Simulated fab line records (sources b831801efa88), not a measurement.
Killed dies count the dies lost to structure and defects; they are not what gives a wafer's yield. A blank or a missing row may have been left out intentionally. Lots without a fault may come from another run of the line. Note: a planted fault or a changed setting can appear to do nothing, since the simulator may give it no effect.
One fault seen from 2 desks | flow gf180mcu | numbers are kept per desk, each desk with only its own; the story behind them comes last

## METROLOGY DESK
What the gauges read, lot by lot, whatever tool the lot ran on: means of the sampled wafers that have a number. A lot is out of limits, marked OUT, if its mean lies more than 4 standard deviations from the usual mean; the brackets give that distance.
Columns: A = cd_nm at GF_V2_CD_MEAS_14, usual 260.2 nm; B = V2_OVL at GF_V2_OVL_MEAS_15, usual 5 nm
lot  | first seen here | A     | B
L218 | day 19 23:07    | 261.3 | 6
L219 | day 20 12:25    | 261.9 | 8
L234 | day 26 15:08    | 258.3 | 5
L237 | day 27 08:49    | 259.9 | -1
L238 | day 27 08:59    | 259.1 | 1
L239 | day 27 17:17    | 260.3 | 9
This desk's finding: nothing out of limits on any of the 6 lots.

## FOR THE TOOL OWNER'S DESK: pvd_sputter-03
The tool's own readings at GF_V2_SPUTTER_21 (material Ti, target thk 15 nm, time 80.02 s): means of the sampled wafers that have a number, for each lot that ran on this tool. A lot is out of limits, marked OUT, if its mean lies more than 4 standard deviations from the usual mean; the brackets give that distance.
Columns: A = chamber_pressure_pa at GF_V2_SPUTTER_21, usual 5.001 Pa; B = throttle_valve_pct at GF_V2_SPUTTER_21, usual 29.6 %
lot  | first seen here | A               | B
L219 | day 20 13:17    | 4.990           | 28.9
L234 | day 26 15:58    | 5.664 (+68) OUT | 27.4
L238 | day 27 09:49    | 5.677 (+70) OUT | 27.8
Finding of this desk: L234, L238 out of limits; the first was L234 at day 26 15:58, on chamber_pressure_pa at GF_V2_SPUTTER_21. L219 stayed within limits.

## PUT TOGETHER
The tool owner's desk had the chance to raise an alarm at day 26 15:58 on L234, L238.
Nothing out of limits was seen by the metrology desk.
The metrology desk holds a record of L234, L238, inside its limits.
On pvd_sputter-03, each named lot ran GF_V2_SPUTTER_21.

## WHAT THE SIMULATOR HAD INSERTED
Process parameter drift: pvd_sputter-03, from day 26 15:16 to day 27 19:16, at GF_V2_SPUTTER_21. The setting chamber_pressure_pa was moved by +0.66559, starting from 5. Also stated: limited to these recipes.
Lots struck among those shown: L234, L238.
How many hours passed from the start of the fault until each desk's first out-of-limits reading: the tool owner's desk, 1.
